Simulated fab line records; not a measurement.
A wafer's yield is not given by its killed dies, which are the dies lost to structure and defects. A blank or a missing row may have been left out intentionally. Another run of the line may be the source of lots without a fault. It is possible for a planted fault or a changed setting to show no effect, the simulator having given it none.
Check for tools in common	flow sky130	36 wafers sampled across 12 lots

REASON IT WAS OPENED
On 2 of the 12 lots, a flag is raised at SKY_CONTACT_CD_MEAS_14 on the reading cd nm. No-fault wafers: 170.5 nm, standard deviation 1.7.
Rule: a lot gets a flag if all its wafers with a number sit over 4 standard deviations from that mean, or if no wafer of it has a number. As for the other lots, they are considered sound.

lot	measured	on	cd nm (nm), wafer by wafer	flag
L889	day 31 11:31	cd sem-02	172.6 172.4 172.1	
L891	day 32 02:46	cd sem-01	169.2 168.0 168.1	
L892	day 32 13:59	cd sem-01	170.7 171.5 170.7	
L894	day 32 23:51	cd sem-01	170.2 170.7 168.8	
L895	day 33 06:08	cd sem-01	172.0 172.0 170.3	
L898	day 34 11:03	cd sem-02	171.7 172.1 170.9	
L901	day 35 18:25	cd sem-02	153.8 153.8 154.7	FLAGGED
L906	day 37 05:23	cd sem-02	155.5 157.3 159.0	FLAGGED
L907	day 37 12:43	cd sem-01	169.3 169.5 170.0	
L909	day 38 07:40	cd sem-02	170.5 170.2 169.5	
L910	day 38 11:44	cd sem-02	167.8 169.7 167.5	
L911	day 38 15:43	cd sem-02	172.6 171.5 171.8	
Average over the flagged lots: 155.7 nm; offset from the usual -14.8 nm, equal to -9 standard deviations.

TOOL THAT RAN EACH LOT
2 process steps preceding the reading are held in the record, out of 708 steps in the route. Read each cell as the tool, then ch plus the chambers that the sampled wafers visited, then the start.
lot	flag	SKY_LOCAL_INTERCONNECT_METAL_ETCH_14	SKY_CONTACT_EXPOSE_11
L889		rie metal-01 ch 0,1, day 30 05:46	krf scanner-02 ch 0, day 30 21:31
L891		rie metal-01 ch 0,1, day 30 21:18	krf scanner-01 ch 0, day 31 13:04
L892		rie metal-01 ch 1, day 31 09:02	krf scanner-02 ch 0, day 32 00:13
L894		rie metal-03 ch 0,1, day 31 18:42	krf scanner-02 ch 0, day 32 10:32
L895		rie metal-03 ch 0,1, day 32 02:03	krf scanner-02 ch 0, day 32 17:04
L898		rie metal-01 ch 0, day 33 06:20	krf scanner-01 ch 0, day 33 21:50
L901	FLAGGED	rie metal-01 ch 1, day 34 13:35	krf scanner-01 ch 0, day 35 04:36
L906	FLAGGED	rie metal-01 ch 0, day 36 01:06	krf scanner-01 ch 0, day 36 16:28
L907		rie metal-02 ch 0,1, day 36 09:13	krf scanner-02 ch 0, day 37 00:05
L909		rie metal-01 ch 0,1, day 37 04:22	krf scanner-02 ch 0, day 37 19:08
L910		rie metal-01 ch 0,1, day 37 09:02	krf scanner-02 ch 0, day 37 22:55
L911		rie metal-03 ch 0,1, day 37 13:34	krf scanner-02 ch 0, day 38 03:44
These steps, and what they do:
- SKY_LOCAL_INTERCONNECT_METAL_ETCH_14: etches TiN in Cl2/BCl3, stops on PSG, target depth 110 nm, time 31.4 s.
- SKY_CONTACT_EXPOSE_11: exposes mask CTM1, target cd 170 nm.
- SKY_CONTACT_CD_MEAS_14: target cd 170 nm.

FLAGGED AGAINST TOTAL, ONE TOOL AT A TIME (gauges that did the reading follow at the end)
step	tool	lots run	flagged	share of the flagged lots	sound lots run after its first flagged lot
SKY_LOCAL_INTERCONNECT_METAL_ETCH_14	rie metal-01	8	2	all	2 (L909,L910)
SKY_LOCAL_INTERCONNECT_METAL_ETCH_14	rie metal-02	1	0	none	-
SKY_LOCAL_INTERCONNECT_METAL_ETCH_14	rie metal-03	3	0	none	-
SKY_CONTACT_EXPOSE_11	krf scanner-01	4	2	all	0
SKY_CONTACT_EXPOSE_11	krf scanner-02	8	0	none	-
SKY_CONTACT_CD_MEAS_14	cd sem-01	5	0	none	-
SKY_CONTACT_CD_MEAS_14	cd sem-02	7	2	all	3 (L909,L910,L911)

WHAT IS ALLOWED BY THE TABLE
In the table, 3 rows ran each flagged lot (rie metal-01 at SKY_LOCAL_INTERCONNECT_METAL_ETCH_14; krf scanner-01 at SKY_CONTACT_EXPOSE_11; cd sem-02 at SKY_CONTACT_CD_MEAS_14).
- rie metal-01 at SKY_LOCAL_INTERCONNECT_METAL_ETCH_14: 2 of its 8 lots flagged. Sound lots followed the first flagged one (L909, L910) on it, something a lasting fault affecting the whole tool could not allow.
- krf scanner-01 at SKY_CONTACT_EXPOSE_11: 2 of its 4 lots flagged. Last sound lot L898 at day 33 21:50, first flagged lot L901 at day 35 04:36; a fault beginning in between fits. Its own readings lie more than 4 standard deviations out on every wafer of the flagged lots: exposure dose mJ cm2.
- cd sem-02 at SKY_CONTACT_CD_MEAS_14: 2 of its 7 lots flagged. Sound lots followed the first flagged one (L909, L910, L911) on it, something a lasting fault affecting the whole tool could not allow.
Left over: one tool, krf scanner-01 at SKY_CONTACT_EXPOSE_11.

WHAT THE SIMULATOR HAD INSERTED
Process parameters drifting: krf scanner-01 at SKY_CONTACT_EXPOSE_11, beginning at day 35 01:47. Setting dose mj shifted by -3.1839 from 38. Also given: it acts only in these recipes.
Struck lots among those shown: L901, L906. Same finding as the rule above.
